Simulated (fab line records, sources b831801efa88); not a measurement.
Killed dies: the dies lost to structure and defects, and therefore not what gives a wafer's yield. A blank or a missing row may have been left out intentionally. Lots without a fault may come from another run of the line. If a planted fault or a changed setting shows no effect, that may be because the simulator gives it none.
A struck lot beside a sound one ; flow sky130 ; 29 out of 708 route steps
Sound: these wafers, L319.1, L319.3, L319.4. Wafers struck: L326.2, L326.3, L326.5. At the end, the cause is stated.
Each step with rows lists, per side, the tool, then ch with its chambers, then its first start. Under that, the readings that differ: sound wafers ; struck wafers ; difference of the means ; sigmas: that difference in standard deviations of wafers without a fault.
alike: readings whose means differ by less than 2 such deviations, and words and numbers that are the same on both sides. not compared: withheld readings, readings that some wafer has no value for, bounds like >300 that may hide the same value, and numbers for which the record gives no deviation and whose values overlap.
Wherever a step has rows on one side only, a row that says differs or no value, or a row with sigmas, the two part there. When numbers do not overlap yet have no deviation, they are printed without sigmas and do not part them. Lack of a reading on every wafer of one side parts them only where that side has two or more wafers.

first, 9 steps without rows for these wafers: SKY_METAL1_DEVELOP_14 (develop time 60 s); SKY_METAL1_DESCUM_17 (chemistry O2, time 8 s); SKY_METAL1_ETCH_18 (etches BARC in N2/H2, stops on SiO2, time 45.9 s, target depth 60 nm); SKY_METAL1_METAL_ETCH_19 (etches the open film in Cl2/BCl3, stops on SiO2, target depth 360 nm, time 78 s); SKY_METAL1_STRIP_20 (strips in O2/N2); SKY_METAL1_STRIP_21 (strips in post etch residue remover, time 1200 s); SKY_METAL1_CLEAN_22 (cleans in IPA, time 180 s); SKY_METAL1_CLEAN_23 (cleans in O3/DIW); SKY_VIA1_HDPCVD_00 (deposits SiO2, target thk 1030 nm, time 171.7 s).
SKY_VIA1_CMP_02: polishes SiO2.
  sound on cmp-01 ch 0,2,3, day 34 02:49; struck on cmp-01 ch 0,3, day 35 17:46
  no value came back on the struck wafers for edge zone pressure frac, head pressure psi (psi), motor current A (A), slurry flow ml min; on the sound wafers edge zone pressure frac reads 0.996 1.007 0.991
reading;sound;struck;difference;sigmas
model.SiO2_of_VIA1_HDPCVD_00.thk nm (nm);343.5 343.9 343.5;1040 1038 1041;+696;
SKY_VIA1_BOW_MEAS_03:
  sound on film metro-04 at day 34 03:07; struck on film metro-03 at day 35 18:05
reading;sound;struck;difference;sigmas
VIA1_BOW (um);90 77 87;119 106 121;+31;+5
then, 9 steps without rows for these wafers: SKY_VIA1_DEHYDRATE_04 (time 60 s); SKY_VIA1_HMDS_05 (prime time 60 s); SKY_VIA1_COAT_06 (resist thk 60.49 nm); SKY_VIA1_COAT_07 (resist thk 450 nm); SKY_VIA1_SOFTBAKE_08 (time 90 s); SKY_VIA1_EXPOSE_09 (exposes mask VIM, target cd 150 nm); SKY_VIA1_PEB_10; SKY_VIA1_DEVELOP_11 (develop time 60 s); SKY_VIA1_ETCH_14 (etches BARC in N2/H2, stops on SiO2, time 45.9 s, target depth 60 nm).
SKY_VIA1_ETCH_15: etches SiO2 in C4F8/O2/Ar, stops on TiN, target depth 351 nm, time 54 s.
  sound on rie diel-01 ch 0,1, day 35 06:40; struck on rie diel-01 ch 0,2, day 36 20:02
reading;sound;struck;difference;sigmas
oes product au (a.u.);0.981 0.974 0.981;1.647 1.684 1.634;+0.676;+99 or more
model.etch.depth nm (nm);343.5 338.8 343.5;357.2 367.6 354.4;+17.8;
model.VIA1.feature depth nm (nm);343.5 338.8 343.5;357.2 367.6 354.4;+17.8;
  not compared: rf hours counter h
then, 6 steps without rows for these wafers: SKY_VIA1_STRIP_16 (strips in O2/N2); SKY_VIA1_STRIP_17 (strips in post etch residue remover, time 1200 s); SKY_VIA1_CLEAN_18 (cleans in IPA, time 180 s); SKY_VIA1_CLEAN_19 (cleans in O3/DIW); SKY_VIA1_SPUTTER_20 (material TiN, target thk 20 nm, time 80 s); SKY_VIA1_CVD_21 (deposits W, target thk 270 nm, time 80.902 s).
SKY_VIA1_CMP_24: polishes, stops on SiO2, t overpolish 15 s, target thk 0 nm.
  sound on cmp-01 ch 0,1,2, day 35 08:01; struck on cmp-01 ch 0,1,2, day 36 21:03
reading;sound;struck;difference;sigmas
model.SiO2_of_VIA1_HDPCVD_00.thk nm (nm);340.3 340.7 340.4;1037 1034 1038;+696;
  alike: edge zone pressure frac, head pressure psi, motor current A, slurry flow ml min
-- the record jumps here: 11 days lie between the struck wafers' starts before and after (it left off in module VIA1 and takes up again in module PAD_OPEN, whose first step shown is number 708 of the route) --
SKY_PAD_OPEN_PROBE_99:
  sound on prober-02 at day 46 22:13; struck on prober-02 at day 47 23:12
reading;sound;struck;difference;sigmas
defect limited yield (%);83.5 85.6 81.1;0 0 0;-83;-44
killed_at_M0_to_M3;43 33 53;454 459 452;+412;+57
killed dies;81 71 93;492 492 492;+410;+44
killed on rim;12 12 25;96 96 96;+80;+22
sort_bin_5_function (%);9.1 6.3 12.2;92.9 92.7 94.5;+84.2;+60
sort n pass;411 421 399;0 0 0;-410;-44
sort yield pct (%);83.5 85.6 81.1;0 0 0;-83;-44
  alike: killed_at_M4_up, killed at contacts, killed at front end, killed at other, killed open, killed short, sort_bin_3_pad_short, sort_bin_6_memory

== WHERE THEY PART ==
Last at SKY_PAD_OPEN_PROBE_99 as far as this record goes, first at SKY_VIA1_CMP_02.

WHY: what had been put in by the simulator
Skipped step whole: cmp-01, from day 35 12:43 on, at SKY_VIA1_CMP_02. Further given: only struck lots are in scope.
